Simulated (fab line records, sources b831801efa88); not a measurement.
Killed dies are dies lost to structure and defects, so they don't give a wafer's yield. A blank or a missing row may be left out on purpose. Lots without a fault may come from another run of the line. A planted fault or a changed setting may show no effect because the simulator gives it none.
Chamber matching | flow sky130 | SKY_VIA1_CMP_02 on cmp-02: 4 sister chambers
The step polishes SiO2. 8 wafers are shown with their chamber, then 8 later ones without.

WAFERS WITH THEIR CHAMBER
wafer  | chamber | motor_current_A (A)
L375.3 | 2       | 13.1
L375.4 | 1       | 10.5
L377.1 | 1       | 11.3
L379.3 | 0       | 10.5
L388.1 | 3       | 10.5
L388.4 | 0       | 10.9
L388.6 | 3       | 10.3
L391.2 | 2       | 13.0

WAFERS WITHOUT THEIR CHAMBER
wafer  | motor_current_A (A)
L391.3 | 11.8
L391.6 | 10.1
L394.3 | 12.7
L394.4 | 10.7
L394.5 | 11.2
L393.2 | 11.0
L393.3 | 13.8
L393.5 | 11.1

WHICH CHAMBER EACH WENT THROUGH
wafer  | from the rows above               | in truth
L391.3 | can't be placed: 1 or 0 or 2 or 3 | 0
L391.6 | can't be placed: 3 or 0 or 1      | 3
L394.3 | 2                                 | 2
L394.4 | can't be placed: 0 or 1 or 3      | 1
L394.5 | can't be placed: 1 or 0 or 3      | 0
L393.2 | can't be placed: 1 or 0 or 3      | 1
L393.3 | 2                                 | 2
L393.5 | can't be placed: 1 or 0 or 3      | 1
Placed correctly: 2 of 8. Can't be placed from these rows: 6 (the true chamber is among the candidates in 6). Placed wrongly: 0.
How it was worked out, from the rows above alone: a wafer's distance from a chamber is the root of the sum, over the readings, of the square of ((its reading less the chamber's mean) divided by the reading's scatter). The wafer belongs to the nearest chamber; if the next one is less than 2 further off, it can't be placed. A chamber's mean is the mean of its shown wafers. The scatter: the root of (the sum of the squares of (reading less its chamber's mean) over the shown wafers, divided by (wafers less chambers)).
